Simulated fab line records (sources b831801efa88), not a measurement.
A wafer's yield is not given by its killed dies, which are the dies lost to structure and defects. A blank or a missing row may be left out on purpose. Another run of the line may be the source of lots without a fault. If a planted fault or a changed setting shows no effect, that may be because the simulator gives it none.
fab line records	flow gf180mcu
record: lots: 24	wafers: 72	last_day: 35
route steps=602 shown STI@13 DNWELL@41 MVPSD@89 VT_IMPLANT@135
lots that met no fault: taken from a fault-free run of the same line
start_h: start of the lot's first displayed wafer, in hours after the record's first day	wait_h: time in hours since the lot's previous step	" unchanged from the row above	L1.1+2: a single row standing in for several wafers	- no value, or no start given	* or withheld: withheld	< > ~ a bound
route shown NAME@n: names a module that has steps shown in the file, with the first one's number in the route	usual: average and standard deviation across the fault-free wafers	same: alike in all rows	chamber/n: place in a boat	sites: the reading at each site	_std_site: the values' standard deviation	_edge_site: the outer-site mean with the inner-site mean subtracted	radius_mm: for every site, how far away it sits from the centre of the wafer	mask NAME#n: copy n	behind: the last tool/chamber to shape the wafer	hold: why the lot went on hold/how many hours it stayed there/how the hold came to an end	device: the transistor (n, p or np) that didn't switch	end of line: the tests these same wafers got at the end of their route	a step given without rows: its recipe and nothing more	killed: at the first sort, the dies lost to defects and structure; wafer yield is something else	map: shows each die of a wafer: x if killed, . if not, _ if none is there
set.NAME: the setting as run; set.NAME@STEP: as run at that earlier step	model.NAME: the simulator's own value behind a step, which no gauge read
route steps across a sampled set of lots; one table per step, one row per wafer
services: from which hour (start_h, from the record's first day; less than 0 if before it) a tool's chamber was out of use, for how many hours, and why
== steps ==
step: GF_STI_CD_MEAS_12
recipe: target_cd_nm: 220
usual: cd_nm: 220.0/1
lot.wafer	tool	chamber	start_h	wait_h	cd_nm
L074.1	cd_sem-02	-	26.36	0.1	220.2
L074.2	"	-	"	"	221.0
L074.4	"	-	"	"	220.7
L075.1	cd_sem-02	-	30.21	0.1	219.2
L075.5	"	-	"	"	219.3
L075.6	"	-	"	"	220.8
L076.1	cd_sem-02	-	36.01	0.1	220.4
L076.3	"	-	"	"	220.6
L076.6	"	-	"	"	221.8
L077.2	cd_sem-01	-	42.33	0.1	219.4
L077.3	"	-	"	"	219.1
L077.4	"	-	"	"	220.1
L078.1	cd_sem-01	-	47.21	0.1	220.3
L078.2	"	-	"	"	221.8
L078.3	"	-	"	"	220.6
L079.1	cd_sem-01	-	51.75	0.1	219.3
L079.4	"	-	"	"	220.2
L079.5	"	-	"	"	218.3
L080.1	cd_sem-01	-	56.85	0.1	219.3
L080.3	"	-	"	"	218.9
L080.4	"	-	"	"	218.8
L081.2	cd_sem-02	-	61.42	0.1	219.8
L081.3	"	-	"	"	219.2
L081.5	"	-	"	"	220.4
L082.1	cd_sem-02	-	67.30	0.1	218.8
L082.2	"	-	"	"	219.1
L082.4	"	-	"	"	218.8
L083.1	cd_sem-01	-	73.96	0.1	219.1
L083.5	"	-	"	"	218.9
L083.6	"	-	"	"	219.3
L084.4	cd_sem-02	-	76.61	0.1	219.7
L084.5	"	-	"	"	219.7
L084.6	"	-	"	"	219.4
L085.1	cd_sem-02	-	85.05	0.2	218.7
L085.2	"	-	"	"	219.3
L085.6	"	-	"	"	218.1
L086.3	cd_sem-01	-	87.69	0.1	219.6
L086.4	"	-	"	"	219.4
L086.6	"	-	"	"	221.0
L087.1	cd_sem-01	-	93.00	0.1	219.6
L087.4	"	-	"	"	220.0
L087.6	"	-	"	"	220.7
L088.2	cd_sem-01	-	98.97	0.1	220.8
L088.4	"	-	"	"	220.2
L088.6	"	-	"	"	221.3
L089.2	cd_sem-02	-	102.87	0.1	218.5
L089.3	"	-	"	"	219.2
L089.4	"	-	"	"	219.7
L090.3	cd_sem-02	-	108.30	0.1	221.6
L090.4	"	-	"	"	221.0
L090.5	"	-	"	"	222.1
L091.1	cd_sem-01	-	113.41	0.1	219.1
L091.5	"	-	"	"	219.0
L091.6	"	-	"	"	218.8
L092.1	cd_sem-02	-	119.96	0.1	220.4
L092.2	"	-	"	"	221.8
L092.5	"	-	"	"	220.6
L093.2	cd_sem-02	-	124.58	0.1	220.4
L093.4	"	-	"	"	220.8
L093.6	"	-	"	"	219.6
L094.1	cd_sem-01	-	129.26	0.1	221.7
L094.5	"	-	"	"	220.2
L094.6	"	-	"	"	219.9
L095.1	cd_sem-01	-	134.15	0.1	219.8
L095.3	"	-	"	"	219.7
L095.4	"	-	"	"	219.6
L096.1	cd_sem-01	-	139.36	0.1	221.4
L096.5	"	-	"	"	221.5
L096.6	"	-	"	"	222.6
L097.1	cd_sem-02	-	144.15	0.1	220.0
L097.2	"	-	"	"	220.3
L097.4	"	-	"	"	219.9
step: GF_STI_ETCH_13
recipe: chemistry: CHF3/O2	stop_on: Si	over_etch_frac: 0.3	target_depth_a: 2823.1	source_w: 600	bias_w: 200	pressure_mtorr: 40	chf3_flow_sccm: 50	O2_flow_sccm: 5	time_s: 112.9
usual: chf3_flow_sccm: 50.03/0.16	drypump_motor_current_A: 5.7/0.36	oes_product_au: 0.834/0.0057	throttle_valve_pct: 8.811/0.009
same: time_s: 112.9
lot.wafer	tool	chamber	start_h	wait_h	chf3_flow_sccm	drypump_motor_current_A	oes_product_au	rf_hours_counter_h	throttle_valve_pct
L074.1	rie_diel-04	0	26.48	0.1	49.93	5.4	0.836	2	8.817
L074.2	"	2	"	"	49.98	5.5	0.829	68	8.799
L074.4	"	1	"	"	50.12	5.9	0.834	51	8.810
L075.1	rie_diel-03	3	30.33	0.1	50.19	5.6	0.838	5	8.804
L075.5	"	0	"	"	49.94	6.4	0.823	-	8.814
L075.6	"	3	"	"	50.10	5.6	0.833	-	8.810
L076.1	rie_diel-04	2	36.13	0.1	50.09	5.5	0.831	68	8.835
L076.3	"	0	"	"	49.99	5.4	0.840	2	8.827
L076.6	"	2	"	"	50.07	5.5	0.835	-	8.804
L077.2	rie_diel-01	3	42.43	0.1	50.05	5.6	0.836	47	8.801
L077.3	"	0	"	"	50.02	5.8	0.827	8	8.810
L077.4	"	1	"	"	50.07	5.9	0.822	37	8.835
L078.1	rie_diel-04	0	47.33	0.1	50.54	5.3	0.839	3	8.816
L078.2	"	3	"	"	50.29	5.2	0.837	145	8.812
L078.3	"	1	"	"	50.17	5.9	0.836	51	8.811
L079.1	rie_diel-01	1	51.87	0.1	50.04	5.8	0.841	38	8.809
L079.4	"	0	"	"	50.18	5.8	0.827	8	8.809
L079.5	"	2	"	"	50.00	6.0	0.837	-	8.813
L080.1	rie_diel-01	0	56.97	0.1	50.17	5.7	0.836	9	8.812
L080.3	"	1	"	"	49.82	5.8	0.828	38	8.804
L080.4	"	2	"	"	49.98	6.0	0.829	143	8.790
L081.2	rie_diel-03	1	61.52	0.1	50.12	5.7	0.843	0	8.827
L081.3	"	3	"	"	50.17	5.5	0.836	5	8.809
L081.5	"	3	"	"	50.07	5.5	0.838	-	8.796
L082.1	rie_diel-04	2	67.42	0.1	49.97	5.5	0.838	69	8.819
L082.2	"	1	"	"	50.24	5.9	0.838	52	8.816
L082.4	"	3	"	"	49.99	5.2	0.836	146	8.814
L083.1	rie_diel-03	1	74.08	0.1	50.31	5.7	0.840	1	8.812
L083.5	"	1	"	"	50.23	5.7	0.826	-	8.811
L083.6	"	0	"	"	49.78	6.4	0.841	-	8.812
L084.4	rie_diel-01	3	76.67	0.0	50.01	5.7	0.834	48	8.795
L084.5	"	2	"	"	49.85	6.0	0.844	-	8.819
L084.6	"	1	"	"	49.99	5.9	0.839	-	8.808
L085.1	rie_diel-03	0	85.17	0.1	49.88	6.4	0.833	167	8.800
L085.2	"	1	"	"	49.71	5.8	0.837	1	8.812
L085.6	"	3	"	"	50.08	5.6	0.836	-	8.812
L086.3	rie_diel-04	0	87.77	0.1	49.69	5.4	0.828	4	8.811
L086.4	"	0	"	"	49.97	5.4	0.842	-	8.810
L086.6	"	1	"	"	50.32	5.9	0.842	-	8.803
L087.1	rie_diel-04	1	93.12	0.1	50.02	5.9	0.831	53	8.799
L087.4	"	3	"	"	50.22	5.2	0.845	-	8.811
L087.6	"	1	"	"	50.15	5.9	0.840	-	8.806
L088.2	rie_diel-03	3	99.07	0.1	50.01	5.5	0.837	6	8.813
L088.4	"	0	"	"	50.26	6.4	0.843	-	8.800
L088.6	"	1	"	"	50.09	5.7	0.837	-	8.818
L089.2	rie_diel-03	0	102.97	0.1	49.78	6.5	0.833	167	8.823
L089.3	"	1	"	"	50.16	5.8	0.834	2	8.803
L089.4	"	1	"	"	49.95	5.7	0.830	-	8.825
L090.3	rie_diel-03	0	108.38	0.1	49.82	6.4	0.841	167	8.818
L090.4	"	0	"	"	49.85	6.4	0.836	-	8.803
L090.5	"	1	"	"	50.20	5.8	0.840	-	8.817
L091.1	rie_diel-04	3	113.53	0.1	49.86	5.2	0.832	147	8.818
L091.5	"	0	"	"	49.98	5.4	0.827	-	8.803
L091.6	"	1	"	"	49.88	5.9	0.837	-	8.801
L092.1	rie_diel-04	0	120.08	0.1	50.10	5.4	0.830	5	8.821
L092.2	"	2	"	"	49.97	5.5	0.830	70	8.820
L092.5	"	0	"	"	49.98	5.4	0.819	-	8.806
L093.2	rie_diel-03	1	124.68	0.1	49.92	5.7	0.837	3	8.813
L093.4	"	2	"	"	49.93	6.2	0.837	-	8.810
L093.6	"	1	"	"	50.06	5.7	0.832	-	8.810
L094.1	rie_diel-01	1	129.38	0.1	50.08	5.8	0.832	40	8.797
L094.5	"	2	"	"	50.11	6.0	0.835	-	8.811
L094.6	"	3	"	"	49.93	5.6	0.828	-	8.815
L095.1	rie_diel-04	0	134.27	0.1	50.11	5.4	0.834	6	8.802
L095.3	"	3	"	"	50.05	5.2	0.837	147	8.812
L095.4	"	2	"	"	50.17	5.5	0.830	70	8.818
L096.1	rie_diel-04	0	139.48	0.1	49.83	5.4	0.835	6	8.807
L096.5	"	2	"	"	49.98	5.5	0.826	-	8.800
L096.6	"	3	"	"	50.13	5.2	0.823	-	8.809
L097.1	rie_diel-03	0	144.27	0.1	49.87	6.4	0.830	1	8.800
L097.2	"	1	"	"	49.86	5.7	0.825	4	8.805
L097.4	"	0	"	"	49.73	6.4	0.839	-	8.800
step: GF_STI_ETCH_14
recipe: target: Si	chemistry: HBr/Cl2/O2	target_depth_nm: 360	icp_w: 600	bias_w: 150	pressure_mtorr: 15	HBr_flow_sccm: 150	Cl2_flow_sccm: 40	O2_flow_sccm: 6	time_s: 102.9
usual: HBr_flow_sccm: 149.9/0.48	drypump_motor_current_A: 5.9/0.39	oes_product_au: 0.998/0.0095	throttle_valve_pct: 25.659/0.01
same: time_s: 102.9
lot.wafer	tool	chamber	start_h	wait_h	HBr_flow_sccm	drypump_motor_current_A	oes_product_au	rf_hours_counter_h	throttle_valve_pct
L074.1	rie_si-02	1	26.56	0.0	149.1	5.5	0.991	10	25.642
L074.2	"	2	"	"	149.8	6.2	1.003	19	25.659
L074.4	"	3	"	"	150.0	5.3	0.990	2	25.673
L075.1	rie_si-01	0	30.41	0.0	149.5	5.8	0.992	75	25.667
L075.5	"	3	"	"	149.7	5.8	0.993	-	25.649
L075.6	"	0	"	"	150.1	5.8	1.000	-	25.667
L076.1	rie_si-01	3	36.21	0.0	150.6	5.8	0.995	4	25.671
L076.3	"	2	"	"	150.5	5.9	0.974	2	25.668
L076.6	"	1	"	"	150.2	6.5	0.997	-	25.654
L077.2	rie_si-01	2	42.50	0.0	149.8	5.9	0.980	2	25.658
L077.3	"	0	"	"	149.9	5.8	1.001	75	25.649
L077.4	"	1	"	"	150.9	6.5	1.000	62	25.655
L078.1	rie_si-02	1	47.41	0.0	150.2	5.4	1.003	10	25.655
L078.2	"	3	"	"	150.7	5.4	0.996	3	25.652
L078.3	"	0	"	"	150.9	6.5	1.018	2	25.644
L079.1	rie_si-02	1	51.95	0.0	150.3	5.4	0.993	10	25.669
L079.4	"	3	"	"	149.9	5.4	0.997	3	25.660
L079.5	"	2	"	"	149.7	6.2	0.992	-	25.651
L080.1	rie_si-02	0	57.05	0.0	150.0	6.5	1.012	2	25.641
L080.3	"	1	"	"	149.9	5.5	1.006	11	25.666
L080.4	"	3	"	"	150.5	5.3	1.005	3	25.670
L081.2	rie_si-01	0	61.60	0.0	150.3	5.8	0.996	76	25.663
L081.3	"	3	"	"	149.4	5.8	0.988	4	25.660
L081.5	"	3	"	"	149.6	5.8	1.000	-	25.677
L082.1	rie_si-01	2	67.50	0.0	150.4	5.9	0.993	2	25.664
L082.2	"	3	"	"	149.4	5.8	0.991	4	25.675
L082.4	"	1	"	"	150.0	6.5	1.000	62	25.649
L083.1	rie_si-01	3	74.16	0.0	150.1	5.8	0.992	4	25.682
L083.5	"	1	"	"	149.7	6.5	0.997	-	25.648
L083.6	"	2	"	"	150.2	5.9	0.993	-	25.665
L084.4	rie_si-02	3	76.75	0.0	149.4	5.4	0.997	3	25.647
L084.5	"	1	"	"	150.2	5.5	1.021	-	25.651
L084.6	"	0	"	"	151.0	6.5	1.008	-	25.637
L085.1	rie_si-01	2	85.25	0.0	149.3	5.9	0.993	3	25.656
L085.2	"	1	"	"	150.3	6.4	1.014	62	25.641
L085.6	"	1	"	"	149.5	6.5	1.015	-	25.641
L086.3	rie_si-02	0	87.85	0.0	149.5	6.5	1.007	2	25.650
L086.4	"	1	"	"	149.7	5.4	0.996	11	25.659
L086.6	"	0	"	"	150.1	6.5	1.010	-	25.652
L087.1	rie_si-01	2	93.20	0.0	150.6	5.9	0.987	3	25.658
L087.4	"	3	"	"	150.9	5.8	1.009	4	25.677
L087.6	"	1	"	"	149.5	6.5	1.004	-	25.638
L088.2	rie_si-02	3	99.15	0.0	149.6	5.3	0.997	3	25.644
L088.4	"	2	"	"	150.1	6.2	0.988	19	25.657
L088.6	"	2	"	"	149.9	6.2	0.983	-	25.679
L089.2	rie_si-01	0	103.05	0.0	150.1	5.8	1.018	76	25.652
L089.3	"	2	"	"	149.8	5.9	0.992	3	25.643
L089.4	"	1	"	"	150.1	6.5	1.012	63	25.639
L090.3	rie_si-01	3	108.46	0.0	150.0	5.8	0.985	4	25.663
L090.4	"	1	"	"	150.3	6.5	1.000	63	25.664
L090.5	"	2	"	"	149.5	5.9	0.989	-	25.662
L091.1	rie_si-01	3	113.61	0.0	149.6	5.8	0.991	4	25.667
L091.5	"	0	"	"	149.3	5.8	0.993	-	25.648
L091.6	"	1	"	"	149.5	6.5	1.010	-	25.655
L092.1	rie_si-01	0	120.16	0.0	150.4	5.8	1.002	76	25.651
L092.2	"	3	"	"	151.1	5.8	1.000	4	25.659
L092.5	"	2	"	"	150.0	5.9	0.994	-	25.656
L093.2	rie_si-02	0	124.76	0.0	150.0	6.5	0.996	3	25.656
L093.4	"	3	"	"	149.2	5.3	0.984	3	25.665
L093.6	"	3	"	"	149.6	5.3	0.979	-	25.653
L094.1	rie_si-02	1	129.46	0.0	150.2	5.4	0.988	11	25.652
L094.5	"	3	"	"	149.2	5.3	0.990	-	25.655
L094.6	"	0	"	"	150.2	6.4	1.004	-	25.660
L095.1	rie_si-02	1	134.35	0.0	149.9	5.4	1.000	11	25.654
L095.3	"	2	"	"	149.6	6.2	0.987	20	25.667
L095.4	"	3	"	"	150.1	5.3	1.004	3	25.670
L096.1	rie_si-02	3	139.56	0.0	149.7	5.3	1.004	4	25.660
L096.5	"	3	"	"	149.8	5.4	0.983	-	25.668
L096.6	"	2	"	"	149.7	6.2	0.993	-	25.667
L097.1	rie_si-01	1	144.35	0.0	150.2	6.4	0.991	63	25.646
L097.2	"	2	"	"	150.3	5.9	0.986	3	25.661
L097.4	"	3	"	"	149.0	5.8	0.996	4	25.662
step: GF_DNWELL_TW_MEAS_09
usual: DNWELL_TW: 1341/11
lot.wafer	tool	chamber	start_h	wait_h	DNWELL_TW
L074.1	film_metro-04	-	43.99	0.1	1351
L074.2	"	-	"	"	1341
L074.4	"	-	"	"	1345
L075.1	film_metro-02	-	48.25	0.1	1330
L075.5	"	-	"	"	1333
L075.6	"	-	"	"	1336
L076.1	film_metro-02	-	54.81	0.1	1342
L076.3	"	-	"	"	1340
L076.6	"	-	"	"	1339
L077.2	film_metro-04	-	60.11	0.1	1349
L077.3	"	-	"	"	1357
L077.4	"	-	"	"	1362
L078.1	film_metro-01	-	66.20	0.1	1340
L078.2	"	-	"	"	1330
L078.3	"	-	"	"	1338
L079.1	film_metro-01	-	69.93	0.1	1330
L079.4	"	-	"	"	1329
L079.5	"	-	"	"	1328
L080.1	film_metro-04	-	75.70	0.1	1358
L080.3	"	-	"	"	1364
L080.4	"	-	"	"	1362
L081.2	film_metro-01	-	81.71	0.1	1327
L081.3	"	-	"	"	1327
L081.5	"	-	"	"	1328
L082.1	film_metro-01	-	87.10	0.1	1331
L082.2	"	-	"	"	1331
L082.4	"	-	"	"	1329
L083.1	film_metro-02	-	92.50	0.1	1329
L083.5	"	-	"	"	1345
L083.6	"	-	"	"	1344
L084.4	film_metro-04	-	95.96	0.1	1359
L084.5	"	-	"	"	1365
L084.6	"	-	"	"	1358
L085.1	film_metro-01	-	104.40	0.1	1329
L085.2	"	-	"	"	1337
L085.6	"	-	"	"	1332
L086.3	film_metro-01	-	107.07	0.1	1346
L086.4	"	-	"	"	1347
L086.6	"	-	"	"	1352
L087.1	film_metro-01	-	113.15	0.1	1337
L087.4	"	-	"	"	1336
L087.6	"	-	"	"	1326
L088.2	film_metro-02	-	121.79	0.1	1337
L088.4	"	-	"	"	1341
L088.6	"	-	"	"	1334
L089.2	film_metro-01	-	124.04	0.1	1330
L089.3	"	-	"	"	1331
L089.4	"	-	"	"	1325
L090.3	film_metro-02	-	128.62	0.1	1338
L090.4	"	-	"	"	1333
L090.5	"	-	"	"	1343
L091.1	film_metro-02	-	133.40	0.1	1338
L091.5	"	-	"	"	1337
L091.6	"	-	"	"	1343
L092.1	film_metro-01	-	141.25	0.1	1339
L092.2	"	-	"	"	1338
L092.5	"	-	"	"	1339
L093.2	film_metro-01	-	145.86	0.1	1333
L093.4	"	-	"	"	1338
L093.6	"	-	"	"	1337
L094.1	film_metro-02	-	149.10	0.1	1346
L094.5	"	-	"	"	1346
L094.6	"	-	"	"	1346
L095.1	film_metro-01	-	155.18	0.1	1325
L095.3	"	-	"	"	1326
L095.4	"	-	"	"	1321
L096.1	film_metro-02	-	159.73	0.1	1344
L096.5	"	-	"	"	1336
L096.6	"	-	"	"	1347
L097.1	film_metro-04	-	165.38	0.1	1360
L097.2	"	-	"	"	1366
L097.4	"	-	"	"	1362
step: GF_MVPSD_TW_MEAS_11
usual: MVPSD_TW: 553/5.5
lot.wafer	tool	chamber	start_h	wait_h	MVPSD_TW
L074.1	film_metro-04	-	101.94	0.1	558
L074.2	"	-	"	"	558
L074.4	"	-	"	"	558
L075.1	film_metro-04	-	105.59	0.1	554
L075.5	"	-	"	"	552
L075.6	"	-	"	"	553
L076.1	film_metro-04	-	112.99	0.1	560
L076.3	"	-	"	"	559
L076.6	"	-	"	"	557
L077.2	film_metro-04	-	118.94	0.1	559
L077.3	"	-	"	"	556
L077.4	"	-	"	"	557
L078.1	film_metro-02	-	125.82	0.1	546
L078.2	"	-	"	"	547
L078.3	"	-	"	"	548
L079.1	film_metro-04	-	130.43	0.1	557
L079.4	"	-	"	"	556
L079.5	"	-	"	"	557
L080.1	film_metro-04	-	137.34	0.1	558
L080.3	"	-	"	"	555
L080.4	"	-	"	"	555
L081.2	film_metro-02	-	143.04	0.1	549
L081.3	"	-	"	"	548
L081.5	"	-	"	"	549
L082.1	film_metro-04	-	150.89	0.1	559
L082.2	"	-	"	"	561
L082.4	"	-	"	"	559
L083.1	film_metro-02	-	156.77	0.1	550
L083.5	"	-	"	"	553
L083.6	"	-	"	"	549
L084.4	film_metro-04	-	159.11	0.1	556
L084.5	"	-	"	"	560
L084.6	"	-	"	"	556
L085.1	film_metro-04	-	170.28	0.1	560
L085.2	"	-	"	"	557
L085.6	"	-	"	"	558
L086.3	film_metro-04	-	172.90	0.1	559
L086.4	"	-	"	"	559
L086.6	"	-	"	"	558
L087.1	film_metro-03	-	179.88	0.1	548
L087.4	"	-	"	"	545
L087.6	"	-	"	"	543
L088.2	film_metro-03	-	189.13	0.1	544
L088.4	"	-	"	"	544
L088.6	"	-	"	"	544
L089.2	film_metro-02	-	191.65	0.1	551
L089.3	"	-	"	"	551
L089.4	"	-	"	"	553
L090.3	film_metro-03	-	196.64	0.1	544
L090.4	"	-	"	"	543
L090.5	"	-	"	"	544
L091.1	film_metro-04	-	201.67	0.1	558
L091.5	"	-	"	"	556
L091.6	"	-	"	"	556
L092.1	film_metro-02	-	211.42	0.1	550
L092.2	"	-	"	"	551
L092.5	"	-	"	"	548
L093.2	film_metro-03	-	215.60	0.1	544
L093.4	"	-	"	"	543
L093.6	"	-	"	"	544
L094.1	film_metro-02	-	220.08	0.1	549
L094.5	"	-	"	"	549
L094.6	"	-	"	"	552
L095.1	film_metro-04	-	226.63	0.1	560
L095.3	"	-	"	"	560
L095.4	"	-	"	"	561
L096.1	film_metro-03	-	231.68	0.1	547
L096.5	"	-	"	"	549
L096.6	"	-	"	"	549
L097.1	film_metro-02	-	238.39	0.1	549
L097.2	"	-	"	"	550
L097.4	"	-	"	"	550
step: GF_VT_IMPLANT_RTA_45
recipe: temp_c: 1050	time_s: 30	ambient: N2
usual: lamp_power_pct: 37.4/2.1	wafer_temp_C_max: 1056.2/1.1
same: time_s: 30
lot.wafer	tool	chamber	start_h	wait_h	lamp_power_pct	wafer_temp_C_max
L074.1	rtp_anneal-02	0	166.20	0.0	38.8	1055.7
L074.2	"	0	"	"	38.9	1056.6
L074.4	"	0	"	"	38.9	1054.6
L075.1	rtp_anneal-01	0	170.96	0.0	34.5	1055.6
L075.5	"	0	"	"	34.4	1055.7
L075.6	"	0	"	"	34.4	1056.1
L076.1	rtp_anneal-02	0	178.06	0.0	38.9	1055.6
L076.3	"	0	"	"	38.9	1055.0
L076.6	"	0	"	"	38.9	1056.6
L077.2	rtp_anneal-02	0	185.02	0.0	38.9	1057.3
L077.3	"	0	"	"	38.9	1057.3
L077.4	"	0	"	"	38.8	1055.7
L078.1	rtp_anneal-02	0	192.25	0.0	38.9	1056.3
L078.2	"	0	"	"	38.9	1056.0
L078.3	"	0	"	"	38.9	1057.0
L079.1	rtp_anneal-02	0	197.76	0.0	38.9	1056.2
L079.4	"	0	"	"	38.9	1057.1
L079.5	"	0	"	"	38.8	1054.1
L080.1	rtp_anneal-02	0	204.95	0.0	38.9	1055.4
L080.3	"	0	"	"	38.8	1057.4
L080.4	"	0	"	"	38.9	1055.1
L081.2	rtp_anneal-02	0	211.91	0.0	38.9	1056.4
L081.3	"	0	"	"	38.9	1055.9
L081.5	"	0	"	"	38.9	1057.7
L082.1	rtp_anneal-02	0	220.13	0.0	38.9	1057.7
L082.2	"	0	"	"	38.9	1055.9
L082.4	"	0	"	"	38.9	1056.2
L083.1	rtp_anneal-01	0	228.20	0.0	34.5	1057.5
L083.5	"	0	"	"	34.5	1055.6
L083.6	"	0	"	"	34.4	1057.1
L084.4	rtp_anneal-02	0	229.20	0.1	38.9	1055.7
L084.5	"	0	"	"	39.0	1054.5
L084.6	"	0	"	"	38.9	1055.6
L085.1	rtp_anneal-01	0	242.01	0.0	34.5	1057.1
L085.2	"	0	"	"	34.4	1055.7
L085.6	"	0	"	"	34.4	1055.9
L086.3	rtp_anneal-02	0	246.02	0.0	38.9	1056.1
L086.4	"	0	"	"	38.9	1057.2
L086.6	"	0	"	"	38.9	1054.5
L087.1	rtp_anneal-02	0	252.70	0.0	38.9	1056.6
L087.4	"	0	"	"	38.9	1056.2
L087.6	"	0	"	"	38.9	1057.5
L088.2	rtp_anneal-02	0	262.09	0.0	38.9	1055.0
L088.4	"	0	"	"	38.9	1057.2
L088.6	"	0	"	"	39.0	1056.7
L089.2	rtp_anneal-01	0	267.49	0.0	34.5	1057.7
L089.3	"	0	"	"	34.5	1057.2
L089.4	"	0	"	"	34.4	1056.0
L090.3	rtp_anneal-02	0	272.46	0.0	38.9	1056.0
L090.4	"	0	"	"	39.0	1057.7
L090.5	"	0	"	"	38.9	1055.6
L091.1	rtp_anneal-02	0	280.10	0.0	38.9	1055.4
L091.5	"	0	"	"	38.9	1056.3
L091.6	"	0	"	"	38.9	1055.0
L092.1	rtp_anneal-01	0	290.20	0.0	34.4	1056.4
L092.2	"	0	"	"	34.5	1057.1
L092.5	"	0	"	"	34.5	1057.0
L093.2	rtp_anneal-01	0	293.32	0.0	34.4	1056.4
L093.4	"	0	"	"	34.4	1059.3
L093.6	"	0	"	"	34.4	1055.4
L094.1	rtp_anneal-02	0	299.93	0.0	38.9	1056.2
L094.5	"	0	"	"	38.9	1054.6
L094.6	"	0	"	"	38.9	1055.0
L095.1	rtp_anneal-01	0	305.96	0.0	34.4	1056.4
L095.3	"	0	"	"	34.5	1055.7
L095.4	"	0	"	"	34.5	1056.2
L096.1	rtp_anneal-01	0	313.70	0.0	34.5	1056.5
L096.5	"	0	"	"	34.4	1054.6
L096.6	"	0	"	"	34.5	1055.1
L097.1	rtp_anneal-02	0	319.58	0.0	38.9	1057.0
L097.2	"	0	"	"	38.9	1056.4
L097.4	"	0	"	"	38.9	1053.7
== services ==
tool	chamber	start_h	hours	kind
rie_si-01	0	18.07	12.2	repair
rie_diel-03	-	34.05	15.6	pm
rie_si-01	3	48.37	4.3	repair
rie_si-01	1	50.10	12.4	repair
rie_diel-03	3	62.17	4.8	repair
rie_si-02	2	62.27	9.9	repair
rie_diel-04	2	76.61	19.1	repair
rie_diel-03	2	78.76	14.2	repair
rie_diel-03	-	81.07	1.0	repair
rie_diel-03	0	103.13	5.1	repair
rie_si-01	0	116.01	3.6	repair
rie_diel-03	3	131.93	16.6	repair
rie_si-01	3	146.21	22.7	repair
rie_diel-03	2	146.40	13.4	repair
rie_diel-04	2	159.01	4.8	repair
rie_diel-04	-	162.56	0.2	repair
rie_diel-03	1	167.63	5.4	repair
rie_diel-04	-	177.80	2.8	pm
rie_diel-04	3	183.45	10.9	repair
rie_si-01	1	208.99	3.3	repair
rie_diel-03	2	246.56	5.2	repair
rie_diel-04	-	289.12	0.4	repair
rie_diel-04	2	309.30	1.7	repair
rie_diel-04	0	319.07	36.5	repair
== key ==
fault none
